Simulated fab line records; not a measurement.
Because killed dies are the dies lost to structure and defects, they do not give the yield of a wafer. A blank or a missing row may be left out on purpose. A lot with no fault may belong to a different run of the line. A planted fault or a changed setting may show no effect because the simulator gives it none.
The tool behind it: which one? / flow sky130 / route of 708 steps, sampled at 1 step: 10 lots, 30 wafers

## WHAT THE GAUGES READ, wafer by wafer
SKY_VIA2_THK_MEAS_23: measures by xrf.
lot=L817; measured=day 36 07:43; on=film metro-01; VIA2_W_THK (nm)=421 422 432
lot=L820; measured=day 37 10:06; on=film metro-01; VIA2_W_THK (nm)=417 422 416
lot=L821; measured=day 37 15:09; on=film metro-01; VIA2_W_THK (nm)=418 422 420
lot=L823; measured=day 38 09:01; on=film metro-03; VIA2_W_THK (nm)=415 415 416
lot=L824; measured=day 38 10:22; on=film metro-01; VIA2_W_THK (nm)=419 416 415
lot=L825; measured=day 38 16:03; on=film metro-01; VIA2_W_THK (nm)=413 414 411
lot=L826; measured=day 38 22:24; on=film metro-01; VIA2_W_THK (nm)=415 414 417
lot=L829; measured=day 39 19:33; on=film metro-01; VIA2_W_THK (nm)=419 418 421
lot=L830; measured=day 40 07:51; on=film metro-03; VIA2_W_THK (nm)=417 416 409
lot=L831; measured=day 40 11:11; on=film metro-03; VIA2_W_THK (nm)=412 414 413

## WHAT TOOL EACH LOT RAN ON (gives the tool, then ch and the chambers of the sampled wafers, and finally the start)
There is no process step in the record ahead of these readings.

## WHAT THE TOOLS THEMSELVES READ (means of the sampled wafers that have a number; where no wafer has one, the mark that the record gives instead)
The record holds no such reading with a usual standard deviation.

## THE ANSWER, worked out from the rows above alone
Rule: usual is defined by the lots themselves. Put in order of their means at a reading, lots are off if they are a third of the lots or fewer, leave a main group of 4 or more, and stand apart from it by a gap of 3 or more times the standard deviation of the main group's means; of several such gaps the widest counts. A main group is skipped when, at the precision printed for the reading in the tables above, its means are all equal. Also off: a lot with no number at a reading for which 4 or more lots have one. Where the step has rows for the other lots, those lots are counted as sound. After the gauges, taken in route order, come the tools' own readings; for these a lot's mean is taken, as printed above. At the first step where some lot is off, the reading lying furthest off is the one used; lots without a number count as furthest.
No lot is off on any of the readings shown, so nothing can be concluded from this.

## WHAT WAS PUT IN BY THE SIMULATOR
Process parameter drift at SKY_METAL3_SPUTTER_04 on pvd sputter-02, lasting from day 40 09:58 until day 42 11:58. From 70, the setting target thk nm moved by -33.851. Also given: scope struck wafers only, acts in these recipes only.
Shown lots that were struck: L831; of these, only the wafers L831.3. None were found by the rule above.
